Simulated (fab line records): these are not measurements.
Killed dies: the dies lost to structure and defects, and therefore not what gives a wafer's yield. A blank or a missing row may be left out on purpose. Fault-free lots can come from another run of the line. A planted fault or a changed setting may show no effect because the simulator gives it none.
Which of the tools did it? :: flow gf180mcu :: 36 wafers from 12 lots sampled at 2 of the route's 602 steps

== WHAT EACH GAUGE READ, for each wafer ==
GF_M5_OVL_MEAS_08.
lot: L075
measured: day 26 22:05
on: overlay-02
M5_OVL (nm): 4 -3 -5

lot: L077
measured: day 27 10:37
on: overlay-02
M5_OVL (nm): 2 0 -10

lot: L080
measured: day 28 02:51
on: overlay-02
M5_OVL (nm): -1 -6 -8

lot: L081
measured: day 28 15:34
on: overlay-01
M5_OVL (nm): -6 -2 2

lot: L083
measured: day 28 23:53
on: overlay-01
M5_OVL (nm): -4 1 0

lot: L085
measured: day 29 14:50
on: overlay-02
M5_OVL (nm): 1 10 6

lot: L087
measured: day 30 10:40
on: overlay-02
M5_OVL (nm): 1 -5 -2

lot: L089
measured: day 30 23:59
on: overlay-01
M5_OVL (nm): 5 -6 2

lot: L091
measured: day 31 07:40
on: overlay-01
M5_OVL (nm): 1 -1 -2

lot: L093
measured: day 31 22:37
on: overlay-02
M5_OVL (nm): 1 -4 -5

lot: L095
measured: day 32 09:13
on: overlay-01
M5_OVL (nm): -14 -4 0

lot: L097
measured: day 32 18:13
on: overlay-01
M5_OVL (nm): 11 5 7

== TOOL THAT RAN EACH LOT (tool first, then ch and the chambers of the sampled wafers, then the start) ==
lot: L075
GF_MIM_SPUTTER_08: pvd_sputter-01, day 25 03:20

lot: L077
GF_MIM_SPUTTER_08: pvd_sputter-03, day 25 17:19

lot: L080
GF_MIM_SPUTTER_08: pvd_sputter-03, day 26 09:47

lot: L081
GF_MIM_SPUTTER_08: pvd_sputter-01, day 26 23:16

lot: L083
GF_MIM_SPUTTER_08: pvd_sputter-04, day 27 07:51

lot: L085
GF_MIM_SPUTTER_08: pvd_sputter-01, day 27 23:33

lot: L087
GF_MIM_SPUTTER_08: pvd_sputter-01, day 28 20:01

lot: L089
GF_MIM_SPUTTER_08: pvd_sputter-03, day 29 08:34

lot: L091
GF_MIM_SPUTTER_08: pvd_sputter-03, day 29 19:34

lot: L093
GF_MIM_SPUTTER_08: pvd_sputter-03, day 30 10:52

lot: L095
GF_MIM_SPUTTER_08: pvd_sputter-04, day 30 22:04

lot: L097
GF_MIM_SPUTTER_08: pvd_sputter-03, day 31 08:38
- GF_MIM_SPUTTER_08: material AlCu, target thk 200 nm, time 10.6 s.

== THE ANSWER, worked out from the rows above alone ==
Rule: usual is defined by the lots themselves. Put in order of their means at a reading, lots are off if they are a third of the lots or fewer, leave a main group of 4 or more, and stand apart from it by a gap of 3 or more times the standard deviation of the main group's means; of several such gaps the widest counts. A main group is skipped when, at the precision printed for the reading in the tables above, its means are all equal. Also off: a lot with no number at a reading for which 4 or more lots have one. The other lots that the step has rows for count as sound.
None of the lots is off at any reading shown; this tells nothing.

== WHAT THE SIMULATOR PUT IN ==
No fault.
